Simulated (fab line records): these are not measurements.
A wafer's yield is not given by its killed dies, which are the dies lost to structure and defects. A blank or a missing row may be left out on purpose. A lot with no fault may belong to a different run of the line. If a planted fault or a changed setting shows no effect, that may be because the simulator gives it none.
The same fault as seen by 2 desks :: flow sky130 :: every desk sees just its own numbers, and what lay behind them comes last

## AT THE TOOL OWNER'S DESK: rtpAnneal-02
Per lot that ran on this tool, the mean of the sampled wafers carrying a number, from the tool's own readings at SKY_SD_N_RTA_14 (time 2 s). If a lot's mean is further than 4 standard deviations from the usual mean, the lot is out of limits and carries the mark OUT (the distance appears in the brackets).
Columns: A = lampPowerPct at SKY_SD_N_RTA_14, usual 15.73 %; B = wafer_temp_C_max at SKY_SD_N_RTA_14, usual 1078.2
lot: L768
first seen here: day 27 16:59
A: 15.73
B: 1078.5

lot: L770
first seen here: day 28 09:03
A: 15.74
B: 1079.3

lot: L772
first seen here: day 29 02:07
A: 15.75
B: 1077.3

lot: L774
first seen here: day 30 11:08
A: 15.72
B: 1077.6

lot: L776
first seen here: day 30 19:17
A: 15.77
B: 1079.3

lot: L779
first seen here: day 32 16:41
A: 15.80
B: 1079.8

lot: L782
first seen here: day 33 06:49
A: 15.68
B: 1078.2

lot: L788
first seen here: day 34 12:29
A: 15.71
B: 1079.2

lot: L790
first seen here: day 35 03:05
A: 15.75
B: 1078.4
Result from this desk: across the 9 lots, nothing is out of limits.

## METROLOGY DESK
Lot by lot, what the gauges showed, no matter which tool ran the lot: averages of those sampled wafers that carry a number. If a lot's mean is further than 4 standard deviations from the usual mean, the lot is out of limits and carries the mark OUT (the distance appears in the brackets).
Columns: A = SD_N_RS at SKY_SD_N_RS_MEAS_16, usual 68.51 ohm/sq; B = METAL1_ALCU_RS at SKY_METAL1_RS_MEAS_05, usual 0.1267 ohm/sq
lot: L767
first seen here: day 27 16:22
A: 68.71
B: 0.1269

lot: L768
first seen here: day 27 17:10
A: 68.34
B: 0.1264

lot: L770
first seen here: day 28 09:14
A: 68.40
B: 0.1255

lot: L771
first seen here: day 28 14:21
A: 68.32
B: 0.1274

lot: L772
first seen here: day 29 02:18
A: 68.47
B: 0.1266

lot: L773
first seen here: day 29 11:03
A: 68.35
B: 0.1288

lot: L774
first seen here: day 30 11:19
A: 68.67
B: 0.1247

lot: L776
first seen here: day 30 19:28
A: 68.66
B: 0.1281

lot: L779
first seen here: day 32 16:52
A: 68.58
B: 0.1267

lot: L781
first seen here: day 32 19:01
A: 68.67
B: 0.1270

lot: L782
first seen here: day 33 06:59
A: 68.56
B: 0.1248

lot: L788
first seen here: day 34 12:40
A: 57.44 (-74) OUT
B: -

lot: L790
first seen here: day 35 03:15
A: 57.16 (-76) OUT
B: -
This desk's result: L788, L790 out of limits, first on L788 (SD_N_RS at SKY_SD_N_RS_MEAS_16), day 34 12:40. In limits: L767, L768, L770, L771, L772, L773, L774, L776, L779, L781, L782.

## ALL TOGETHER
Metrology desk: alarm possible at day 34 12:40 on L788, L790.
The desk of the tool owner found nothing out of limits.
On record at the tool owner's desk: L788, L790, within its limits.
Of the lots named, all ran SKY_SD_N_RTA_14 on rtpAnneal-02.

## WHAT THE SIMULATOR PUT IN
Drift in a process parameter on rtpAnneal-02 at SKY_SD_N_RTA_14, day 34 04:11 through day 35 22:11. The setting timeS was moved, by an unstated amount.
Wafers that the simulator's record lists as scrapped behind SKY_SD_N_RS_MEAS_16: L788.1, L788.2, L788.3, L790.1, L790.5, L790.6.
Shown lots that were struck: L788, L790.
Hours from the fault's start to each desk's first reading out of limits: the metrology desk, 8.
